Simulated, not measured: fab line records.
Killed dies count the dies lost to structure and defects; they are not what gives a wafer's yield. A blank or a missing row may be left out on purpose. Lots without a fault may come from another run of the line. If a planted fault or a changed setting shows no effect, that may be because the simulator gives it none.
Which tool did it?    flow gf180mcu    14 lots with 42 wafers sampled at 4 steps, on a route of 602 steps

WHAT THE GAUGES READ, wafer by wafer
GF_HV_LDD_OVL_MEAS_32. Usual: HV_LDD_02_OVL gives -1.2 nm (standard deviation 1.4).
lot   measured      on          HV_LDD_02_OVL (nm)  flag
L368  day 11 07:26  overlay-01  -0.8 -1.5 -0.4      
L371  day 12 06:44  overlay-02  0.8 1.9 0.7         
L373  day 12 20:28  overlay-02  -1.8 -1.8 -3.2      
L376  day 13 21:23  overlay-01  0.2 1.7 0.3         
L375  day 14 00:52  overlay-01  -0.2 -0.4 -0.9      
L378  day 15 10:24  overlay-02  -0.9 -2.4 -1.7      
L379  day 15 21:30  overlay-02  -1.8 -3.2 -3.0      
L381  day 15 23:35  overlay-01  -3.1 -1.0 -1.4      
L380  day 16 01:26  overlay-02  0.5 1.0 0.3         
L383  day 16 19:35  overlay-02  -0.8 -0.4 -1.7      
L388  day 17 21:59  overlay-02  -3.7 -2.9 -2.7      
L387  day 18 03:50  overlay-01  -0.6 0.3 -1.6       
L389  day 18 11:21  overlay-01  -1.7 -3.0 -2.3      
L391  day 19 00:53  overlay-02  -0.3 1.2 -1.8       

GF_HV_LDD_TW_MEAS_50. Usual: HV_LDD_4_TW gives 569 (standard deviation 3.2).
lot   measured      on             HV_LDD_4_TW  flag
L368  day 12 02:45  film metro-04  570 573 569  
L371  day 13 03:26  film metro-04  566 568 572  
L373  day 13 16:50  film metro-02  562 566 566  
L376  day 14 19:01  film metro-03  568 572 572  
L375  day 14 22:41  film metro-04  570 573 569  
L378  day 16 09:28  film metro-03  573 572 573  
L379  day 16 20:46  film metro-03  570 573 570  
L381  day 16 22:47  film metro-03  570 573 573  
L380  day 17 01:12  film metro-02  566 563 564  
L383  day 17 19:32  film metro-04  567 570 572  
L388  day 18 21:41  film metro-04  565 568 571  
L387  day 19 04:11  film metro-02  563 563 566  
L389  day 19 12:43  film metro-03  570 567 569  
L391  day 20 01:44  film metro-03  570 570 572  

GF_SALICIDE_RS_MEAS_04: measurement is done with a four-point probe. Usual: SALICIDE_TIN_RS gives 16.32 ohm/sq (standard deviation 0.29).
lot   measured      on             SALICIDE_TIN_RS (ohm/sq)  flag
L368  day 14 17:55  film metro-04  16.09 16.16 16.49         
L371  day 15 22:35  film metro-01  16.48 16.62 16.84         
L373  day 16 12:31  film metro-02  16.09 16.12 16.20         
L376  day 17 18:59  film metro-01  16.13 16.57 16.42         
L375  day 17 22:13  film metro-02  16.46 16.10 16.11         
L378  day 19 12:32  film metro-04  16.48 16.44 16.41         
L379  day 19 23:43  film metro-02  16.54 16.32 16.58         
L381  day 20 02:44  film metro-02  16.68 16.74 17.00         
L380  day 20 04:48  film metro-01  16.21 16.14 16.09         
L383  day 20 22:34  film metro-02  15.78 15.94 15.80         
L388  day 22 01:11  film metro-01  19.13 18.76 18.46         OFF
L387  day 22 08:14  film metro-01  16.42 16.11 16.25         
L389  day 22 16:11  film metro-04  18.93 18.68 18.54         OFF
L391  day 23 04:38  film metro-02  15.93 15.97 16.05         

WHICH TOOL RAN EACH LOT (tool, then ch and the chambers of the sampled wafers, then the start)
lot   GF_SALICIDE_SPUTTER_02
L368  pvd sputter-03, day 14 17:50
L371  pvd sputter-03, day 15 22:32
L373  pvd sputter-02, day 16 12:25
L376  pvd sputter-03, day 17 18:55
L375  pvd sputter-01, day 17 22:08
L378  pvd sputter-02, day 19 12:29
L379  pvd sputter-02, day 19 23:40
L381  pvd sputter-01, day 20 02:41
L380  pvd sputter-02, day 20 04:44
L383  pvd sputter-01, day 20 22:31
L388  pvd sputter-01, day 22 01:08
L387  pvd sputter-02, day 22 08:11
L389  pvd sputter-01, day 22 16:08
L391  pvd sputter-02, day 23 04:32
- GF_SALICIDE_SPUTTER_02: material Co, target thk 10 nm, time 20 s.

AS READ BY THE TOOLS THEMSELVES (means over the sampled wafers that have a number; for cases with no such wafer, the mark the record gives instead)
GF_SALICIDE_SPUTTER_02. Usual: throttle valve pct reads 29.6 % (standard deviation 0.94).
lot   tool            throttle valve pct (%)  flag
L368  pvd sputter-03  29.8                    
L371  pvd sputter-03  29.6                    
L373  pvd sputter-02  30.0                    
L376  pvd sputter-03  29.5                    
L375  pvd sputter-01  30.1                    
L378  pvd sputter-02  29.8                    
L379  pvd sputter-02  29.3                    
L381  pvd sputter-01  30.5                    
L380  pvd sputter-02  29.0                    
L383  pvd sputter-01  29.1                    
L388  pvd sputter-01  30.1                    
L387  pvd sputter-02  29.0                    
L389  pvd sputter-01  30.0                    
L391  pvd sputter-02  30.1                    

THE ANSWER, worked out from the rows above alone
Rule: a lot counts as off when the mean over its wafers that have a number is more than 3 standard deviations away from the usual mean. Also off: a lot with no number at a reading for which 4 or more lots have one. All remaining lots with rows at the step are treated as sound. First the gauges in route order, then the tools' own readings, where a lot's mean is used as printed above. At the first step where some lot is off, the reading lying furthest off is the one used; lots without a number count as furthest.
Off: L388, L389, seen at GF_SALICIDE_RS_MEAS_04 (SALICIDE_TIN_RS).
A tool fits if, at a process step before that reading, it ran every lot that is off, and no sound lot after the first of them. Those tools and the gauges at GF_SALICIDE_RS_MEAS_04 are tried in the same way. One candidate fits, namely pvd sputter-01 at GF_SALICIDE_SPUTTER_02. Its last sound lot is L383 (day 20 22:31), its first lot that is off L388 (day 22 01:08): a fault that began between those two fits.

WHAT THE SIMULATOR PUT IN
Site profile drift: pvd sputter-01, from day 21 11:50 on, at GF_SALICIDE_SPUTTER_02. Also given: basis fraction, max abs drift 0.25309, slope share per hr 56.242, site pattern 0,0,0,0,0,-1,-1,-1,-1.
Struck lots among those shown: L388, L389. This agrees with what the rule above found.
